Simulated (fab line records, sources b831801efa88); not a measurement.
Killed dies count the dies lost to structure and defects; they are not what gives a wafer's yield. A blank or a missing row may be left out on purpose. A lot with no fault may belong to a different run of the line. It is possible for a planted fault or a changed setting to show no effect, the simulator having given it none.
fab line records | flow sky130
[record] lots = 14 | wafers = 42 | last_day = 50
route steps=708 shown VT_ADJUST_LVTN@107 GATE_OXIDE@188
lots with no fault: from the same line, run without faults
start_h: hours from the record's opening day to when the first of the lot's shown wafers began | wait_h: how many hours have passed since the lot's step before this one | " unchanged from the row above | L1.1+2: one row covering several wafers at once | - either no value or no given start | * or withheld: withheld | < > ~ a bound
route shown NAME@n: names a module that has steps shown in the file, with the first one's number in the route | usual: mean/standard deviation taken from wafers without a fault | same: alike in all rows | chamber/n: place in a boat | sites: the reading at each site | _std_site: standard deviation across them | _edge_site: mean of outer sites minus mean of inner sites | radius_mm: for every site, how far away it sits from the centre of the wafer | mask NAME#n: copy n | behind: the tool/chamber that last shaped the wafer | hold: reason for holding the lot/hours on hold/outcome of the hold | device: which transistor (n, p or np) failed to switch | end of line: the tests these same wafers got at the end of their route | step lacking rows: just its recipe | killed: at the first sort, the dies lost to defects and structure; wafer yield is something else | map: a wafer's dies, x killed, . not, _ none there
set.NAME: the setting as run; set.NAME@STEP: as run at that earlier step | model.NAME: the simulator's own value behind a step, which no gauge read
route steps across a sampled set of lots; one table per step, one row per wafer
services: from which hour (start_h, from the record's first day; less than 0 if before it) a tool's chamber was out of use, for how many hours, and why
[[steps]]
[step SKY_VT_ADJUST_LVTN_TW_MEAS_10]
[usual] VT_ADJUST_LVTN_TW = 242.4/1.7
lot.wafer | tool          | chamber | start_h | wait_h | VT_ADJUST_LVTN_TW
L990.2    | film_metro-02 | -       | 138.68  | 0.1    | 244.6
L990.3    | "             | -       | "       | "      | 244.3
L990.4    | "             | -       | "       | "      | 244.5
L991.2    | film_metro-04 | -       | 146.34  | 0.1    | 240.6
L991.3    | "             | -       | "       | "      | 240.7
L991.5    | "             | -       | "       | "      | 239.5
L992.1    | film_metro-04 | -       | 150.48  | 0.1    | 240.5
L992.2    | "             | -       | "       | "      | 240.5
L992.6    | "             | -       | "       | "      | 240.3
L995.1    | film_metro-03 | -       | 171.52  | 0.1    | 240.8
L995.3    | "             | -       | "       | "      | 242.0
L995.4    | "             | -       | "       | "      | 240.8
L996.3    | film_metro-02 | -       | 180.29  | 0.1    | 244.2
L996.4    | "             | -       | "       | "      | 244.6
L996.5    | "             | -       | "       | "      | 244.6
L997.1    | film_metro-04 | -       | 186.08  | 0.1    | 240.2
L997.4    | "             | -       | "       | "      | 242.0
L997.6    | "             | -       | "       | "      | 241.1
L998.3    | film_metro-03 | -       | 192.39  | 0.1    | 241.9
L998.4    | "             | -       | "       | "      | 241.8
L998.6    | "             | -       | "       | "      | 241.2
L999.2    | film_metro-03 | -       | 200.98  | 0.1    | 241.6
L999.4    | "             | -       | "       | "      | 241.0
L999.5    | "             | -       | "       | "      | 241.8
L100.1    | film_metro-02 | -       | 206.38  | 0.1    | 241.8
L100.2    | "             | -       | "       | "      | 243.9
L100.5    | "             | -       | "       | "      | 244.4
L102.1    | film_metro-04 | -       | 224.57  | 0.1    | 240.8
L102.4    | "             | -       | "       | "      | 240.5
L102.5    | "             | -       | "       | "      | 240.0
L105.2    | film_metro-03 | -       | 245.33  | 0.1    | 239.5
L105.4    | "             | -       | "       | "      | 240.7
L105.6    | "             | -       | "       | "      | 240.1
L107.2    | film_metro-02 | -       | 255.58  | 0.1    | 243.1
L107.5    | "             | -       | "       | "      | 244.0
L107.6    | "             | -       | "       | "      | 243.8
L110.4    | film_metro-03 | -       | 282.41  | 0.1    | 241.9
L110.5    | "             | -       | "       | "      | 241.5
L110.6    | "             | -       | "       | "      | 242.5
L113.1    | film_metro-04 | -       | 290.57  | 0.1    | 240.7
L113.4    | "             | -       | "       | "      | 241.0
L113.5    | "             | -       | "       | "      | 241.8
[step SKY_GATE_OXIDE_OXIDATION_01]
[recipe] temp_c = 900 | ambient = O2 | stabilise_s = 600 | purge_s = 300 | target_thk_a = 102.68 | ox_time_s = 1530
[usual] spike_tc_bottom_C = 918.6/1.8 | spike_tc_centre_C = 901.2/0.99 | spike_tc_lower_C = 900.0/1.3 | spike_tc_top_C = 910/3 | spike_tc_upper_C = 898.0/1.4 | tube_center_temp_C = 900/0.074 | tube_center_temp_C_max = 902.3/0.39 | zone_power_top_pct = 37.4/0.57
[same] ox_time_s = 1530
lot.wafer | tool       | chamber | start_h | wait_h | spike_tc_bottom_C | spike_tc_centre_C | spike_tc_lower_C | spike_tc_top_C | spike_tc_upper_C | tube_center_temp_C | tube_center_temp_C_max | zone_power_top_pct
L990.2    | furnace-01 | 0       | 279.44  | 2.6    | 916.7             | 901.0             | 899.4            | 908            | 897.2            | 900.04             | 902.6                  | 37.0
L990.3    | "          | 0       | "       | "      | 918.1             | 901.3             | 899.2            | 908            | 898.3            | 900.03             | 902.7                  | 37.1
L990.4    | "          | 0       | "       | "      | 917.3             | 903.1             | 898.0            | 908            | 899.0            | 900.03             | 902.7                  | 36.9
L991.2    | furnace-01 | 0       | 289.72  | 1.2    | 916.5             | 900.1             | 897.6            | 906            | 896.7            | 899.93             | 903.0                  | 36.6
L991.3    | "          | 0       | "       | "      | 916.9             | 902.3             | 899.6            | 906            | 895.7            | 899.97             | 902.0                  | 37.1
L991.5    | "          | 0       | "       | "      | 915.4             | 903.0             | 898.2            | 908            | 896.3            | 900.04             | 902.1                  | 37.4
L992.1    | furnace-01 | 0       | 292.65  | 0.9    | 916.1             | 900.1             | 899.1            | 906            | 896.1            | 899.92             | 902.4                  | 36.6
L992.2    | "          | 0       | "       | "      | 917.2             | 900.0             | 897.4            | 907            | 896.8            | 900.02             | 902.0                  | 37.3
L992.6    | "          | 0       | "       | "      | 916.9             | 899.9             | 899.7            | 907            | 898.3            | 900                | 901.8                  | 37.1
L995.1    | furnace-02 | 0       | 319.80  | 0.2    | 922.3             | 901.9             | 900.6            | 912            | 898.0            | 899.97             | 902.5                  | 37.8
L995.3    | "          | 0       | "       | "      | 919.0             | 900.0             | 900.8            | 912            | 898.1            | 899.97             | 902.0                  | 37.3
L995.4    | "          | 0       | "       | "      | 919.8             | 902.0             | 901.1            | 914            | 898.2            | 900.11             | 902.5                  | 37.3
L996.3    | furnace-02 | 0       | 330.76  | 0.8    | 920.6             | 901.1             | 900.6            | 912            | 897.9            | 900.05             | 902.6                  | 37.3
L996.4    | "          | 0       | "       | "      | 921.2             | 901.1             | 900.4            | 914            | 898.3            | 899.86             | 902.2                  | 37.9
L996.5    | "          | 0       | "       | "      | 920.1             | 902.8             | 900.4            | 912            | 899.4            | 899.97             | 902.1                  | 38.0
L997.1    | furnace-01 | 0       | 337.55  | 2.2    | 917.0             | 900.6             | 898.9            | 907            | 896.5            | 900.01             | 902.3                  | 36.8
L997.4    | "          | 0       | "       | "      | 917.0             | 900.4             | 900.0            | 907            | 896.0            | 900.05             | 902.8                  | 36.1
L997.6    | "          | 0       | "       | "      | 916.3             | 899.6             | 899.6            | 908            | 898.0            | 899.97             | 902.5                  | 37.2
L998.3    | furnace-01 | 0       | 344.68  | 2.0    | 916.4             | 900.4             | 898.4            | 907            | 896.7            | 899.99             | 902.6                  | 36.4
L998.4    | "          | 0       | "       | "      | 918.9             | 900.7             | 899.2            | 906            | 897.2            | 899.9              | 902.6                  | 37.3
L998.6    | "          | 0       | "       | "      | 918.6             | 901.0             | 900.0            | 908            | 896.4            | 899.95             | 902.0                  | 36.5
L999.2    | furnace-01 | 0       | 357.76  | 0.8    | 916.0             | 900.5             | 899.3            | 909            | 896.0            | 899.95             | 902.0                  | 36.6
L999.4    | "          | 0       | "       | "      | 918.3             | 900.8             | 898.8            | 906            | 896.6            | 899.97             | 902.1                  | 36.5
L999.5    | "          | 0       | "       | "      | 916.6             | 900.5             | 897.6            | 906            | 898.6            | 900.02             | 902.1                  | 37.0
L100.1    | furnace-02 | 0       | 363.17  | 2.1    | 918.6             | 903.0             | 900.6            | 912            | 899.0            | 900.07             | 902.1                  | 38.3
L100.2    | "          | 0       | "       | "      | 919.8             | 901.2             | 900.1            | 913            | 898.2            | 899.97             | 901.8                  | 37.8
L100.5    | "          | 0       | "       | "      | 918.8             | 902.7             | 901.3            | 914            | 898.6            | 900.11             | 902.6                  | 37.7
L102.1    | furnace-01 | 0       | 386.91  | 0.8    | 919.9             | 901.0             | 900.7            | 906            | 896.7            | 900.14             | 902.0                  | 36.9
L102.4    | "          | 0       | "       | "      | 917.8             | 901.0             | 899.7            | 907            | 897.0            | 900.1              | 902.1                  | 37.0
L102.5    | "          | 0       | "       | "      | 917.5             | 900.8             | 900.2            | 909            | 897.7            | 900.02             | 902.1                  | 36.7
L105.2    | furnace-02 | 0       | 412.47  | 1.3    | 921.4             | 902.3             | 901.3            | 913            | 898.4            | 899.91             | 902.2                  | 38.3
L105.4    | "          | 0       | "       | "      | 920.4             | 903.3             | 899.8            | 912            | 898.3            | 900.09             | 902.2                  | 36.9
L105.6    | "          | 0       | "       | "      | 919.7             | 901.3             | 899.5            | 911            | 899.4            | 900.01             | 902.4                  | 37.8
L107.2    | furnace-01 | 0       | 423.21  | 1.9    | 895.4             | 877.0             | 875.2            | 885            | 874.9            | 876.88             | 879.1                  | 35.7
L107.5    | "          | 0       | "       | "      | 893.3             | 877.4             | 874.8            | 885            | 873.5            | 876.88             | 878.6                  | 35.8
L107.6    | "          | 0       | "       | "      | 894.0             | 876.9             | 876.2            | 884            | 875.9            | 876.82             | 878.5                  | 35.1
L110.4    | furnace-01 | 0       | 459.95  | 1.2    | 894.3             | 879.0             | 876.3            | 884            | 874.4            | 876.85             | 879.5                  | 35.1
L110.5    | "          | 0       | "       | "      | 893.7             | 878.3             | 875.3            | 885            | 874.1            | 876.89             | 879.0                  | 35.5
L110.6    | "          | 0       | "       | "      | 896.0             | 878.6             | 875.2            | 883            | 875.3            | 876.77             | 879.3                  | 35.1
L113.1    | furnace-02 | 0       | 465.34  | 0.4    | 918.2             | 900.1             | 901.0            | 912            | 898.9            | 900.1              | 902.4                  | 37.7
L113.4    | "          | 0       | "       | "      | 919.9             | 902.1             | 900.2            | 914            | 899.3            | 900.08             | 902.0                  | 37.5
L113.5    | "          | 0       | "       | "      | 918.6             | 901.6             | 901.8            | 914            | 898.8            | 900.1              | 903.0                  | 37.7
[step SKY_GATE_OXIDE_THK_MEAS_02]
[recipe] reads = SiO2_of_GATE_OXIDE_OXIDATION_01
[usual] GATE_OXIDE_OXIDATION_00_THK = 10.40/0.18
lot.wafer | tool          | chamber | start_h | wait_h | GATE_OXIDE_OXIDATION_00_THK[nm]
L990.2    | film_metro-04 | -       | 280.86  | 0.0    | 10.34
L990.3    | "             | -       | "       | "      | 10.59
L990.4    | "             | -       | "       | "      | 10.41
L991.2    | film_metro-04 | -       | 291.14  | 0.0    | 10.12
L991.3    | "             | -       | "       | "      | 9.99
L991.5    | "             | -       | "       | "      | 10.08
L992.1    | film_metro-01 | -       | 294.05  | 0.0    | 10.50
L992.2    | "             | -       | "       | "      | 10.52
L992.6    | "             | -       | "       | "      | 10.56
L995.1    | film_metro-04 | -       | 321.21  | 0.0    | 10.29
L995.3    | "             | -       | "       | "      | 10.30
L995.4    | "             | -       | "       | "      | 10.45
L996.3    | film_metro-01 | -       | 332.19  | 0.0    | 10.26
L996.4    | "             | -       | "       | "      | 10.36
L996.5    | "             | -       | "       | "      | 10.24
L997.1    | film_metro-02 | -       | 338.96  | 0.0    | 10.45
L997.4    | "             | -       | "       | "      | 10.53
L997.6    | "             | -       | "       | "      | 10.54
L998.3    | film_metro-02 | -       | 346.11  | 0.0    | 10.67
L998.4    | "             | -       | "       | "      | 10.62
L998.6    | "             | -       | "       | "      | 10.51
L999.2    | film_metro-04 | -       | 359.18  | 0.0    | 10.45
L999.4    | "             | -       | "       | "      | 10.41
L999.5    | "             | -       | "       | "      | 10.50
L100.1    | film_metro-02 | -       | 364.57  | 0.0    | 10.24
L100.2    | "             | -       | "       | "      | 10.38
L100.5    | "             | -       | "       | "      | 10.21
L102.1    | film_metro-01 | -       | 388.32  | 0.0    | 10.31
L102.4    | "             | -       | "       | "      | 10.29
L102.5    | "             | -       | "       | "      | 10.40
L105.2    | film_metro-02 | -       | 413.89  | 0.0    | 10.41
L105.4    | "             | -       | "       | "      | 10.40
L105.6    | "             | -       | "       | "      | 10.38
L107.2    | film_metro-01 | -       | 424.63  | 0.0    | 8.11
L107.5    | "             | -       | "       | "      | 7.96
L107.6    | "             | -       | "       | "      | 8.05
L110.4    | film_metro-02 | -       | 461.38  | 0.0    | 8.19
L110.5    | "             | -       | "       | "      | 8.18
L110.6    | "             | -       | "       | "      | 8.03
L113.1    | film_metro-02 | -       | 466.74  | 0.0    | 10.37
L113.4    | "             | -       | "       | "      | 10.27
L113.5    | "             | -       | "       | "      | 10.55
[[services]]
tool       | chamber | start_h | hours | kind
furnace-02 | -       | 264.91  | 3.2   | pm
furnace-01 | -       | 325.42  | 3.7   | pm
furnace-02 | -       | 421.39  | 2.9   | pm
furnace-02 | -       | 445.65  | 2.6   | pm
[[key]]
[first_sign] step = SKY_GATE_OXIDE_OXIDATION_01 | reading = tube_center_temp_C | direction = down | sigmas = 99+ | usual = * | struck = *
[effect] step = SKY_GATE_OXIDE_OXIDATION_01 | reading = tube_center_temp_C_max | direction = down | sigmas = 60 | usual = * | struck = *
[effect] step = SKY_GATE_OXIDE_THK_MEAS_02 | reading = GATE_OXIDE_OXIDATION_00_THK | direction = down | sigmas = 13 | usual = 10.40 | struck = 8.09
met_at SKY_GATE_OXIDE_OXIDATION_01
struck_lots L107,L110
tester_left_out L107,L110
not_acting_at SKY_VT_ADJUST_LVTN_TW_MEAS_10
onset_between 386.91 423.21
[fault] kind = process_parameter_drift | tool = furnace-01 | chamber = - | onset_h = 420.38 | steps = SKY_GATE_OXIDE_OXIDATION_01 | channel = temp_c | offset = * | shape = step | end_h = 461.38 | acts_in = * | stated = *
// tester_left_out: of these lots the tester's yield and bins aren't shown, on N5 and GAA mostly nor the transistor test; their killed dies are dies lost to structure and defects alone, not to doping, threshold or leakage, so they don't give the yield
